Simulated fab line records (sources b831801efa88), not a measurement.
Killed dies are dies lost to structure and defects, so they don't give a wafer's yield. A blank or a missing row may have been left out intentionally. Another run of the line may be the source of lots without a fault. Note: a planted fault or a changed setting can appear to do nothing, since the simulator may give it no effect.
Comparing a struck lot with a sound one -- flow sfq line -- 14 steps out of a route of 325
Sound: the wafers L408.3, L408.4, L408.6. Wafers struck: L425.1, L425.2, L425.4. The cause is given at the end.
Each step with rows lists, per side, the tool, then ch with its chambers, then its first start. Under that, the readings that differ: sound wafers -- struck wafers -- difference of the means -- sigmas: that difference in standard deviations of wafers without a fault.
alike: a reading whose means differ by less than 2 such deviations, as well as words and numbers matching on both sides. not compared: withheld readings; readings where some wafer has no value; bounds like >300 that might hide an equal value; numbers whose values overlap and for which the record gives no deviation.
A row with sigmas, a row that says differs or no value, or rows on one side alone: a step with any of these is where the two part. When numbers do not overlap yet have no deviation, they are printed without sigmas and do not part them. Lack of a reading on every wafer of one side parts them only where that side has two or more wafers.

first, 6 steps without rows for these wafers: SFQ_TRILAYER_M1_LITHO_COAT_044 (resist thk 62 nm); SFQ_TRILAYER_M1_LITHO_COAT_039 (resist thk 600 nm); SFQ_TRILAYER_M1_LITHO_SOFTBAKE_043; SFQ_TRILAYER_M1_LITHO_EXPOSE_040 (exposes mask M1, target cd 500 nm); SFQ_TRILAYER_M1_LITHO_PEB_042 (peb time 60 s); SFQ_TRILAYER_M1_LITHO_DEVELOP_041 (time 60 s).
SFQ_M1_OVL_MEAS_911:
  sound: overlay-01 at day 15 07:58; struck: overlay-02 at day 24 14:46
  alike: M1_OVL
SFQ_TRILAYER_M1_BARC_OPEN_METAL_ETCH_054: etches BARC in O2, target depth 125 nm, time 41.7 s.
  sound on rie metal-04 ch 0,1, day 15 08:00; struck on rie metal-04 ch 0, day 24 14:49
  alike: drypump motor current A, he backside leak sccm, oes product au
  not compared: rf hours counter h
SFQ_TRILAYER_M1_ETCH_METAL_ETCH_042: etches Nb in Cl2/Ar, stops on SiO2, target depth 240 nm, time 120 s.
  sound on rie metal-04 ch 0,1, day 15 08:05; struck on rie metal-04 ch 0, day 24 14:55
  alike: drypump motor current A, he backside leak sccm, oes product au
  not compared: rf hours counter h
SFQ_TRILAYER_M1_STRIP_STRIP_043: strips in O2.
  sound on rie metal-04 ch 0,1, day 15 08:22; struck on rie metal-04 ch 0, day 24 15:10
  alike: drypump motor current A, he backside leak sccm, oes product au
  not compared: rf hours counter h
then, 1 step without rows for these wafers: SFQ_TRILAYER_M1_STRIP_SOLV_CLEAN_044 (cleans in NMP, time 600 s).
SFQ_TRILAYER_I1_DEP_PECVD_045: deposits SiO2 from SiH4/N2O, time 111.11 s, target thk 500 nm.
  sound on pecvd-04 ch 0,1, day 15 08:59; struck on pecvd-01 ch 0,2, day 24 16:43
reading,sound,struck,difference,sigmas
rf fwd power W (W),181.0 182.7 181.6,210.6 210.6 211.3,+29.1,+45
model.SiO2_of_TRILAYER_I1_DEP_PECVD_045.thk nm (nm),505 509.3 508.6,519.5 529 538.4,+21.3,
  alike: heater power w, throttle valve pct
SFQ_TRILAYER_I1_CMP_CMP_046: polishes SiO2.
  sound on cmp-01 ch 0,1, day 15 18:51; struck on cmp-01 ch 0,1,3, day 24 16:58
reading,sound,struck,difference,sigmas
time to endpoint s (s),225 217 214,240 236 248,+23,+4
  alike: motor current A, platen rpm
SFQ_I1_BOW_MEAS_912:
  sound: film metro-04 at day 15 21:53; struck: film metro-03 at day 24 20:12
reading,sound,struck,difference,sigmas
I1_BOW (um),5 -7 0,13 11 25,+17,+2

== WHERE THEY PART ==
Earliest at SFQ_TRILAYER_I1_DEP_PECVD_045; latest, in this record, at SFQ_I1_BOW_MEAS_912.

WHY: whatever the simulator had introduced
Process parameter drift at SFQ_TRILAYER_I1_DEP_PECVD_045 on pecvd-01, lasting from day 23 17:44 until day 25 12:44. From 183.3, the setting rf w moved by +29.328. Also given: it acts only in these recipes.
